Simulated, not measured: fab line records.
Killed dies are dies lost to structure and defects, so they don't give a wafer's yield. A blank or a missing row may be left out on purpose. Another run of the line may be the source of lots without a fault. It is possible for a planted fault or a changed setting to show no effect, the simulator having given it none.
Which tool did it? | flow sky130 | 12 lots, 36 wafers sampled, at 5 steps of a route of 708

== WHAT THE GAUGES SHOWED, per wafer ==
SKY_GATE_OXIDE_THK_MEAS_02. Usual: for GATE_OXIDE_OXIDATION_00_THK the level is 10.33 nm and the standard deviation is 0.17.
lot  | measured     | on            | GATE_OXIDE_OXIDATION_00_THK (nm) | flag
L942 | day 13 07:42 | film metro-04 | 10.71 10.64 10.50                |
L944 | day 13 23:08 | film metro-01 | 10.17 10.22 10.07                |
L945 | day 14 02:02 | film metro-01 | 10.17 10.41 10.35                |
L947 | day 15 00:38 | film metro-01 | 10.04 10.00 10.10                |
L949 | day 15 17:59 | film metro-01 | 10.36 10.21 10.35                |
L950 | day 16 00:32 | film metro-04 | 10.34 10.10 10.33                |
L953 | day 16 21:41 | film metro-04 | 10.54 10.15 10.43                |
L955 | day 17 14:55 | film metro-04 | 10.05 10.10 10.33                |
L956 | day 18 06:25 | film metro-04 | 9.44 9.40 9.44                   | OFF
L957 | day 18 11:51 | film metro-01 | 10.44 10.30 10.37                |
L959 | day 18 22:02 | film metro-03 | 9.90 9.98 9.53                   | OFF
L964 | day 21 09:20 | film metro-04 | 10.27 10.40 10.33                |

SKY_VIA2_RS_MEAS_22: the measuring method here is four-point-probe. Usual: for VIA2_W_RS the level is 0.276 ohm/sq and the standard deviation is 0.0032.
lot  | measured     | on            | VIA2_W_RS (ohm/sq) | flag
L942 | day 36 18:54 | film metro-04 | 0.272 0.271 0.274  |
L944 | day 37 15:04 | film metro-04 | 0.281 0.277 0.276  |
L945 | day 37 15:26 | film metro-02 | 0.274 0.274 0.275  |
L947 | day 38 15:31 | film metro-01 | 0.274 0.274 0.275  |
L949 | day 39 02:50 | film metro-02 | 0.273 0.274 0.273  |
L950 | day 39 09:16 | film metro-04 | 0.279 0.275 0.276  |
L953 | day 40 05:26 | film metro-04 | 0.273 0.273 0.272  |
L955 | day 40 18:10 | film metro-04 | 0.273 0.271 0.274  |
L956 | day 41 09:14 | film metro-01 | 0.279 0.273 0.280  |
L957 | day 41 17:19 | film metro-02 | 0.272 0.276 0.271  |
L959 | day 41 20:20 | film metro-04 | 0.276 0.279 0.278  |
L964 | day 43 16:51 | film metro-04 | 0.280 0.280 0.280  |

== WHICH TOOL RAN EACH LOT (tool, then ch and the chambers of the sampled wafers, then the start) ==
lot  | SKY_GATE_OXIDE_OXIDATION_01   | SKY_METAL1_STRIP_20                  | SKY_VIA1_CMP_02
L942 | furnace-02 ch 0, day 13 06:17 | plasma asher-03 ch 0,1, day 33 07:14 | cmp-01 ch 0,2,3, day 33 08:12
L944 | furnace-02 ch 0, day 13 21:43 | plasma asher-02 ch 0,1, day 34 03:17 | cmp-02 ch 1,2,3, day 34 04:09
L945 | furnace-02 ch 0, day 14 00:37 | plasma asher-04 ch 0,1, day 34 04:16 | cmp-02 ch 0,3, day 34 05:02
L947 | furnace-01 ch 0, day 14 23:13 | plasma asher-02 ch 0,1, day 35 03:19 | cmp-02 ch 0,1,3, day 35 04:05
L949 | furnace-02 ch 0, day 15 16:33 | plasma asher-03 ch 0,1, day 35 16:37 | cmp-01 ch 1,2, day 35 17:20
L950 | furnace-02 ch 0, day 15 23:07 | plasma asher-04 ch 0,1, day 35 22:01 | cmp-02 ch 0,2, day 35 22:49
L953 | furnace-02 ch 0, day 16 20:16 | plasma asher-04 ch 0,1, day 36 20:05 | cmp-02 ch 0,1,3, day 36 20:54
L955 | furnace-02 ch 0, day 17 13:31 | plasma asher-02 ch 0,1, day 37 09:49 | cmp-02 ch 0,1, day 37 11:22
L956 | furnace-02 ch 0, day 18 04:59 | plasma asher-03 ch 0,1, day 38 02:08 | cmp-02 ch 0,3, day 38 02:57
L957 | furnace-01 ch 0, day 18 10:25 | plasma asher-03 ch 0,1, day 38 09:43 | cmp-01 ch 1,2, day 38 10:30
L959 | furnace-02 ch 0, day 18 20:37 | plasma asher-03 ch 0,1, day 38 12:55 | cmp-01 ch 1,3, day 38 14:19
L964 | furnace-01 ch 0, day 21 07:54 | plasma asher-03 ch 0,1, day 40 12:16 | cmp-02 ch 1,3, day 40 13:05
- SKY_GATE_OXIDE_OXIDATION_01: stabilise 600 s, purge 300 s, target thk 10.268 nm.
- SKY_METAL1_STRIP_20: strips in O2/N2.
- SKY_VIA1_CMP_02: polishes SiO2.

== WHAT THE TOOLS THEMSELVES READ (means of the sampled wafers that have a number; where no wafer has one, the mark that the record gives instead) ==
SKY_GATE_OXIDE_OXIDATION_01. Usual: spike tc centre C 900.8 C, standard deviation 1.1; spike tc top C 913.4 C, standard deviation 1.8; spike tc upper C 901.8 C, standard deviation 1.1; zone power centre pct 18.68 %, standard deviation 0.24; zone power upper pct 19.6 %, standard deviation 0.37.
lot  | tool       | spike tc centre C (C) | spike tc top C (C) | spike tc upper C (C) | zone power centre pct (%) | zone power upper pct (%) | flag
L942 | furnace-02 | 900.6                 | 911.5              | 900.7                | 18.94                     | 19.3                     |
L944 | furnace-02 | 900.7                 | 912.5              | 902.4                | 18.80                     | 19.3                     |
L945 | furnace-02 | 902.3                 | 911.6              | 900.4                | 18.81                     | 19.4                     |
L947 | furnace-01 | 900.3                 | 915.7              | 901.3                | 18.51                     | 20.1                     |
L949 | furnace-02 | 901.3                 | 911.6              | 901.7                | 18.84                     | 19.1                     |
L950 | furnace-02 | 901.0                 | 911.3              | 901.5                | 18.72                     | 19.3                     |
L953 | furnace-02 | 900.2                 | 912.1              | 900.6                | 18.84                     | 19.4                     |
L955 | furnace-02 | 899.8                 | 911.0              | 902.2                | 18.94                     | 19.5                     |
L956 | furnace-02 | 873.4                 | 911.6              | 905.4                | 8.84                      | 24.6                     | OFF
L957 | furnace-01 | 901.1                 | 914.8              | 902.0                | 18.43                     | 19.8                     |
L959 | furnace-02 | 873.1                 | 911.8              | 904.8                | 8.85                      | 24.8                     | OFF
L964 | furnace-01 | 901.7                 | 913.8              | 902.1                | 18.46                     | 20.1                     |

SKY_METAL1_STRIP_20. Usual: drypump motor current A 6.06 A, standard deviation 0.22; oes product au 0.344 a.u., standard deviation 0.0055; strip time to endpoint s 2.73 s, standard deviation 0.051.
lot  | tool            | drypump motor current A (A) | oes product au (a.u.) | strip time to endpoint s (s) | flag
L942 | plasma asher-03 | 6.02                        | 0.338                 | 2.67                         |
L944 | plasma asher-02 | 6.15                        | 0.343                 | 2.72                         |
L945 | plasma asher-04 | 6.18                        | 0.344                 | 2.66                         |
L947 | plasma asher-02 | 6.17                        | 0.340                 | 2.78                         |
L949 | plasma asher-03 | 6.03                        | 0.340                 | 2.72                         |
L950 | plasma asher-04 | 6.14                        | 0.351                 | 2.80                         |
L953 | plasma asher-04 | 6.15                        | 0.341                 | 2.70                         |
L955 | plasma asher-02 | 6.22                        | 0.345                 | 2.71                         |
L956 | plasma asher-03 | 5.86                        | 0.343                 | 2.68                         |
L957 | plasma asher-03 | 6.01                        | 0.342                 | 2.72                         |
L959 | plasma asher-03 | 6.02                        | 0.339                 | 2.75                         |
L964 | plasma asher-03 | 6.02                        | 0.336                 | 2.74                         |

SKY_VIA1_CMP_02. Usual: motor current A 12.8 A, standard deviation 0.79; slurry filter dp kPa 13.49 kPa, standard deviation 0.15.
lot  | tool   | motor current A (A) | slurry filter dp kPa (kPa) | flag
L942 | cmp-01 | 13.3                | 13.58                      |
L944 | cmp-02 | 12.3                | 13.62                      |
L945 | cmp-02 | 13.2                | 13.42                      |
L947 | cmp-02 | 12.8                | 13.63                      |
L949 | cmp-01 | 12.9                | 13.61                      |
L950 | cmp-02 | 12.1                | 13.43                      |
L953 | cmp-02 | 12.5                | 13.48                      |
L955 | cmp-02 | 12.4                | 13.56                      |
L956 | cmp-02 | 13.2                | 13.39                      |
L957 | cmp-01 | 13.4                | 13.52                      |
L959 | cmp-01 | 12.9                | 13.42                      |
L964 | cmp-02 | 11.7                | 13.45                      |

== THE ANSWER, worked out from the rows above alone ==
Rule: lot off if the mean of its wafers having a number is beyond 3 standard deviations from the usual mean. A lot without any number at a reading at which 4 lots or more have one is off too. Any other lot the step has rows for is counted as sound. Order of review: gauges by route order, followed by the tools' own readings, for which a lot's mean as printed above is used. The first step at which some lot is off is used, and at that step the reading that is off furthest; a lot without a number counts as furthest.
Off: L956, L959, at SKY_GATE_OXIDE_THK_MEAS_02 (GATE_OXIDE_OXIDATION_00_THK).
If a tool, at a process step before that reading, ran all the lots that are off and no sound lot after the first of them, it fits. The gauges at SKY_GATE_OXIDE_THK_MEAS_02 aren't tried: what is off there is off at SKY_GATE_OXIDE_OXIDATION_01 too, on other tools, and a gauge's error can't cause that. One fits: furnace-02 at SKY_GATE_OXIDE_OXIDATION_01. Its last sound lot is L955 (day 17 13:31), its first lot that is off L956 (day 18 04:59): a fault that began between those two fits.
The tool's own readings at SKY_GATE_OXIDE_OXIDATION_01 bear it out: on the lots that are off they differ by more than 5 times the standard deviation of the sound lots' means. spike tc centre C reads 873.2 C there against 900.9 C on the sound lots; spike tc upper C reads 905.1 C there against 901.5 C on the sound lots; zone power centre pct reads 8.84 % there against 18.73 % on the sound lots; zone power upper pct reads 24.7 % there against 19.5 % on the sound lots.

== WHAT THE SIMULATOR HAD INSERTED ==
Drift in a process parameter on furnace-02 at SKY_GATE_OXIDE_OXIDATION_01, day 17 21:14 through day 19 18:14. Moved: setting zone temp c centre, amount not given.
Struck lots among those shown: L956, L959. The same result came from the rule above.
